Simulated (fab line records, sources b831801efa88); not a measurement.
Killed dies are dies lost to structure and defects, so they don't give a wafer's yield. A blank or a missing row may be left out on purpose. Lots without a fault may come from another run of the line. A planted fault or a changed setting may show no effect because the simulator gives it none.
Which tool did it? | flow sky130 | 13 lots, 39 wafers sampled, at 3 steps of a route of 708

WHAT THE GAUGES READ, wafer by wafer
SKY_VT_ADJUST_HVTR_TW_MEAS_11. Usual: VT_ADJUST_HVTR_TW 210.4, standard deviation 2.3.
lot  | measured     | on            | VT_ADJUST_HVTR_TW | flag
L767 | day 9 23:19  | film_metro-03 | 211.0 209.8 211.0 |
L769 | day 10 16:15 | film_metro-03 | 212.2 210.8 210.5 |
L771 | day 11 06:14 | film_metro-01 | 207.8 209.0 208.8 |
L772 | day 11 10:49 | film_metro-01 | 208.6 208.5 208.6 |
L774 | day 12 02:53 | film_metro-04 | 211.9 212.4 210.7 |
L776 | day 12 15:44 | film_metro-03 | 212.6 211.8 211.7 |
L779 | day 13 13:43 | film_metro-01 | 207.9 206.8 207.1 |
L778 | day 13 14:51 | film_metro-04 | 212.7 212.7 213.9 |
L780 | day 13 23:46 | film_metro-01 | 207.8 207.6 207.8 |
L784 | day 15 07:16 | film_metro-04 | 213.7 214.9 212.3 |
L785 | day 15 15:28 | film_metro-04 | 214.2 214.3 213.1 |
L787 | day 16 10:04 | film_metro-04 | 213.2 211.9 212.4 |
L788 | day 16 15:34 | film_metro-01 | 208.0 207.8 209.3 |

SKY_VT_ADJUST_PCH_OVL_MEAS_07. Usual: VT_ADJUST_PCH_OVL -0.5 nm, standard deviation 1.4.
lot  | measured     | on         | VT_ADJUST_PCH_OVL (nm) | flag
L767 | day 10 21:36 | overlay-02 | -0.3 -1.5 -0.3         |
L769 | day 11 14:49 | overlay-01 | -1.4 -2.6 -1.6         |
L771 | day 12 06:07 | overlay-02 | -0.6 -0.8 0.1          |
L772 | day 12 10:55 | overlay-01 | 4.2 2.1 1.1            |
L774 | day 13 02:13 | overlay-01 | -0.3 -2.5 -0.9         |
L776 | day 13 16:28 | overlay-02 | -1.9 -1.0 -0.8         |
L779 | day 14 16:10 | overlay-01 | -0.4 -1.2 -1.7         |
L778 | day 14 17:12 | overlay-02 | -1.0 0.8 -2.3          |
L780 | day 15 02:36 | overlay-01 | -0.8 -2.6 -2.4         |
L784 | day 16 10:54 | overlay-01 | -2.0 -2.7 -2.4         |
L785 | day 16 20:40 | overlay-02 | 1.2 1.6 1.1            |
L787 | day 17 15:04 | overlay-01 | -2.6 -3.0 -2.3         |
L788 | day 17 21:15 | overlay-01 | 1.3 0.5 -1.0           |

WHICH TOOL RAN EACH LOT (tool, then ch and the chambers of the sampled wafers, then the start)
lot  | SKY_VT_ADJUST_LVTN_STRIP_20
L767 | plasma_asher-03 ch 0,1, day 8 04:47
L769 | plasma_asher-01 ch 0,1, day 8 20:36
L771 | plasma_asher-01 ch 0,1, day 9 09:22
L772 | plasma_asher-04 ch 0,1, day 9 12:55
L774 | plasma_asher-03 ch 0,1, day 10 04:17
L776 | plasma_asher-01 ch 0,1, day 10 16:00
L779 | plasma_asher-01 ch 0,1, day 11 12:29
L778 | plasma_asher-01 ch 0,1, day 11 13:26
L780 | plasma_asher-03 ch 0,1, day 11 21:47
L784 | plasma_asher-03 ch 1, day 13 01:53
L785 | plasma_asher-01 ch 0,1, day 13 09:15
L787 | plasma_asher-01 ch 0, day 14 02:38
L788 | plasma_asher-03 ch 0, day 14 07:44
- SKY_VT_ADJUST_LVTN_STRIP_20: strips in O2/N2.

WHAT THE TOOLS THEMSELVES READ (means of the sampled wafers that have a number; where no wafer has one, the mark that the record gives instead)
SKY_VT_ADJUST_LVTN_STRIP_20. Usual: drypump_motor_current_A 6.0 A, standard deviation 0.65; oes_product_au 0.716 a.u., standard deviation 0.0043; strip_time_to_endpoint_s 14.17 s, standard deviation 0.035.
lot  | tool            | drypump_motor_current_A (A) | oes_product_au (a.u.) | strip_time_to_endpoint_s (s) | flag
L767 | plasma_asher-03 | 6.4                         | 0.713                 | 14.15                        |
L769 | plasma_asher-01 | 6.0                         | 0.716                 | 14.20                        |
L771 | plasma_asher-01 | 5.4                         | 0.714                 | 14.15                        |
L772 | plasma_asher-04 | 5.4                         | 0.714                 | 14.16                        |
L774 | plasma_asher-03 | 6.4                         | 0.715                 | 14.20                        |
L776 | plasma_asher-01 | 6.0                         | 0.713                 | 14.14                        |
L779 | plasma_asher-01 | 6.0                         | 0.712                 | 14.15                        |
L778 | plasma_asher-01 | 5.4                         | 0.718                 | 14.14                        |
L780 | plasma_asher-03 | 6.4                         | 0.713                 | 14.17                        |
L784 | plasma_asher-03 | 6.6                         | 0.714                 | 14.17                        |
L785 | plasma_asher-01 | 5.5                         | 0.715                 | 14.18                        |
L787 | plasma_asher-01 | 6.5                         | 0.715                 | 14.18                        |
L788 | plasma_asher-03 | 6.0                         | 0.713                 | 14.14                        |

THE ANSWER, worked out from the rows above alone
Rule: a lot is off if the mean of its wafers that have a number lies more than 3 standard deviations from the usual mean. A lot without any number at a reading at which 4 lots or more have one is off too. The other lots that the step has rows for count as sound. The gauges are gone through in route order, then the tools' own readings, and for those a lot's mean is taken as printed above. The first step at which some lot is off is used, and at that step the reading that is off furthest; a lot without a number counts as furthest.
No lot is off at any reading shown: from this, nothing can be told.

WHAT THE SIMULATOR HAD PUT IN
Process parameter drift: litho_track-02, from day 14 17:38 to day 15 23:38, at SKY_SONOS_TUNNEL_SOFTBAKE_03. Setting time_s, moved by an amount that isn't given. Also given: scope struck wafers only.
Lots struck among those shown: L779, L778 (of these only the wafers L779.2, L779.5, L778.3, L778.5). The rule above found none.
